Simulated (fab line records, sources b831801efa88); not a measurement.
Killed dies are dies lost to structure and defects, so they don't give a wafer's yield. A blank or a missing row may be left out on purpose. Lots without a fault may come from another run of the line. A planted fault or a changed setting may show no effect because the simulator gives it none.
Problem report in the 8D (eight disciplines) form, filled by code | flow gf180mcu | the parts of the form that need people (team, actions taken, sign-off) are left out

1. THE PROBLEM
beam_energy_keV at GF_HV_LDD_IMPLANT_35 reads a mean of 54.614 on 6 wafers of 2 lots; wafers without a fault read 60.000 with a standard deviation of 0.019. That is -99 or more standard deviations from the usual mean.
First seen on wafer L863.1, day 14 14:58, on implanter-03. The record holds 42 wafers of 14 lots with a number at this step. Rule for "out", or "out of limits": more than 4 standard deviations from the usual mean. The other wafers with a number count as sound.

2. WHAT IT IS AND WHAT IT IS NOT
question                    | is                     | is not
which readings at this step | beam_energy_keV        | -
which lots                  | L863, L865             | L858, L859, L860, L861, L862, L864, L871, L872, L873, L874, L875, L876
which wafers of those lots  | all that have a number | -
read on which tools         | implanter-03           | implanter-02, implanter-04
when                        | from day 14 14:58      | up to then (15 sound wafers); but 21 sound wafers of L864, L871, L872, L873, L874, L875, L876 came after

3. SUSPECTS, AND WHAT RULES EACH OUT
Counting: a tool at a process step up to the reading stays a suspect if it ran every lot that is out and no sound lot after the first of them.
- implanter-03 at GF_HV_LDD_IMPLANT_35: ruled out as a lasting fault. Sound lots L875, L876 ran on it after its first lot that is out, L863 (day 14 14:58).
Left after counting: nothing in the record.

4. THE CAUSE (what the simulator had put in)
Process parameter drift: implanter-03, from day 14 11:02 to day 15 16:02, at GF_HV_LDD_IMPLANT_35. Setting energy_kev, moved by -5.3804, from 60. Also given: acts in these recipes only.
Counting ruled it out, wrongly.

5. THE CHAIN OF EFFECTS, in route order
Each row: a reading whose mean over the struck wafers that have a number lies more than 3 standard deviations from the usual. Only readings for which the record gives a usual standard deviation are gone through. hours: the time from each lot's start at the first step in this table that gives one to its start at this step, as a median over the lots. sigmas: the change in usual standard deviations.
hours | step                 | reading         | usual  | on struck wafers | change | sigmas
0     | GF_HV_LDD_IMPLANT_35 | beam_energy_keV | 60.000 | 54.614           | -5.386 | -99 or more
The process steps in it:
- GF_HV_LDD_IMPLANT_35
Later measuring or inspecting steps at which every struck wafer that the step has a row for has a number for every such reading, and none has moved that far: GF_CONTACT_CD_MEAS_14, GF_M3_CD_MEAS_14.

6. WHAT WOULD HAVE CAUGHT IT SOONER
In this record the first reading out of limits was taken at day 14 14:58, 4 hours after the fault began at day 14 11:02.
